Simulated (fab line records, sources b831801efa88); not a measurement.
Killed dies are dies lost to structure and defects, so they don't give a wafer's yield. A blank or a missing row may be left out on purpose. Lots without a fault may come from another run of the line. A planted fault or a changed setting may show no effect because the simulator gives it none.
Which tool did it? | flow sky130 | 11 lots, 31 wafers sampled, at 4 steps of a route of 708

WHAT THE GAUGES READ, wafer by wafer
SKY_LDD_HVN_OVL_MEAS_07. Usual: LDD_HVN_OVL -0.2 nm, standard deviation 1.3.
lot  | measured     | on         | LDD_HVN_OVL (nm) | flag
L702 | day 20 04:41 | overlay-02 | 1.9 1.4 2.6      |
L705 | day 21 07:01 | overlay-01 | -1.2 -0.1 -0.4   |
L707 | day 22 20:24 | overlay-02 | -1.0 1.3 0.2     |
L709 | day 23 08:04 | overlay-02 | -2.9 -3.2 -1.0   |
L708 | day 23 10:34 | overlay-01 | -3.0 0.1 1.3     |
L710 | day 23 17:06 | overlay-02 | -1.2 -0.1 1.0    |
L711 | day 23 18:50 | overlay-02 | 0.5 0.7 -1.5     |
L712 | day 24 06:02 | overlay-02 | 0.0 0.6          |
L713 | day 24 19:34 | overlay-01 | 2.5 1.8          |
L724 | day 28 08:16 | overlay-01 | 0.0 -0.7 0.1     |
L725 | day 28 12:15 | overlay-01 | -0.8 -2.3 -2.5   |

SKY_CONTACT_RS_MEAS_25: measures by four-point-probe. Usual: CONTACT_W_RS 0.337 ohm/sq, standard deviation 0.0032.
lot  | measured     | on            | CONTACT_W_RS (ohm/sq)               | flag
L702 | day 31 14:06 | film_metro-02 | 0.334 0.337 0.336                   |
L705 | day 32 10:25 | film_metro-01 | 0.338 0.341 0.338                   |
L707 | day 33 18:27 | film_metro-02 | 0.340 0.335 0.331                   |
L709 | day 34 05:08 | film_metro-04 | 0.337 0.335 0.338                   |
L708 | day 34 06:46 | film_metro-01 | 0.336 0.337 0.337                   |
L710 | day 34 14:10 | film_metro-04 | 0.339 0.475 0.337 0.340 0.474 0.338 | OFF
L711 | day 34 16:18 | film_metro-04 | 0.334 0.340 0.335                   |
L712 | day 35 03:47 | film_metro-04 | 0.338 0.485 0.338 0.486             | OFF
L713 | day 35 14:38 | film_metro-04 | 0.483 0.343 0.483 0.343             | OFF
L724 | day 38 19:12 | film_metro-04 | 0.332 0.331 0.334                   |
L725 | day 38 21:18 | film_metro-02 | 0.333 0.335 0.338                   |

SKY_CONTACT_THK_MEAS_26: measures by xrf. Usual: CONTACT_W_THK 343 nm, standard deviation 3.7.
lot  | measured     | on            | CONTACT_W_THK (nm)      | flag
L702 | day 31 14:13 | film_metro-02 | 346 346 346             |
L705 | day 32 10:30 | film_metro-01 | 344 339 341             |
L707 | day 33 18:34 | film_metro-02 | 346 348 352             |
L709 | day 34 05:14 | film_metro-04 | 343 343 338             |
L708 | day 34 06:53 | film_metro-01 | 344 343 343             |
L710 | day 34 20:54 | film_metro-04 | 339 243 340 341 243 340 | OFF
L711 | day 34 16:24 | film_metro-04 | 344 340 344             |
L712 | day 35 10:11 | film_metro-04 | 341 238 342 238         | OFF
L713 | day 35 19:07 | film_metro-04 | 240 334 238 338         | OFF
L724 | day 38 19:19 | film_metro-04 | 347 348 347             |
L725 | day 38 21:25 | film_metro-02 | 350 349 347             |

WHICH TOOL RAN EACH LOT (tool, then ch and the chambers of the sampled wafers, then the start)
lot  | SKY_CONTACT_CVD_24
L702 | cvd_w-01 ch 0,1, day 31 13:58
L705 | cvd_w-02 ch 0,1, day 32 10:17
L707 | cvd_w-01 ch 1, day 33 18:20
L709 | cvd_w-01 ch 0,1, day 34 05:00
L708 | cvd_w-01 ch 0,1, day 34 06:38
L710 | cvd_w-01 ch 0,1, day 34 14:03
L711 | cvd_w-02 ch 0,1, day 34 16:11
L712 | cvd_w-01 ch 0,1, day 35 03:40
L713 | cvd_w-01 ch 0,1, day 35 14:31
L724 | cvd_w-02 ch 0,1, day 38 19:05
L725 | cvd_w-02 ch 0,1, day 38 21:11
- SKY_CONTACT_CVD_24: deposits W, target thk 340 nm, time 102.12 s.

WHAT THE TOOLS THEMSELVES READ (means of the sampled wafers that have a number; where no wafer has one, the mark that the record gives instead)
SKY_CONTACT_CVD_24. Usual: heater_power_w 967 W, standard deviation 86.
lot  | tool     | heater_power_w (W) | flag
L702 | cvd_w-01 | 1003               |
L705 | cvd_w-02 | 873                |
L707 | cvd_w-01 | 945                |
L709 | cvd_w-01 | 1038               |
L708 | cvd_w-01 | 989                |
L710 | cvd_w-01 | 1030               |
L711 | cvd_w-02 | 875                |
L712 | cvd_w-01 | 1020               |
L713 | cvd_w-01 | 1022               |
L724 | cvd_w-02 | 875                |
L725 | cvd_w-02 | 884                |

THE ANSWER, worked out from the rows above alone
Rule: a lot is off if the mean of its wafers that have a number lies more than 3 standard deviations from the usual mean. A lot without any number at a reading at which 4 lots or more have one is off too. The other lots that the step has rows for count as sound. The gauges are gone through in route order, then the tools' own readings, and for those a lot's mean is taken as printed above. The first step at which some lot is off is used, and at that step the reading that is off furthest; a lot without a number counts as furthest.
Off: L710, L712, L713, at SKY_CONTACT_RS_MEAS_25 (CONTACT_W_RS).
A tool fits if, at a process step before that reading, it ran every lot that is off, and no sound lot after the first of them. The gauges at SKY_CONTACT_RS_MEAS_25 are tried like those tools. One fits: cvd_w-01 at SKY_CONTACT_CVD_24. Its last sound lot is L708 (day 34 06:38), its first lot that is off L710 (day 34 14:03): a fault that began between those two fits.

WHAT THE SIMULATOR HAD PUT IN
Process parameter drift: cvd_w-01, from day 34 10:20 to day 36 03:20, at SKY_CONTACT_CVD_24. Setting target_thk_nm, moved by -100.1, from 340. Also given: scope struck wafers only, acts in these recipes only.
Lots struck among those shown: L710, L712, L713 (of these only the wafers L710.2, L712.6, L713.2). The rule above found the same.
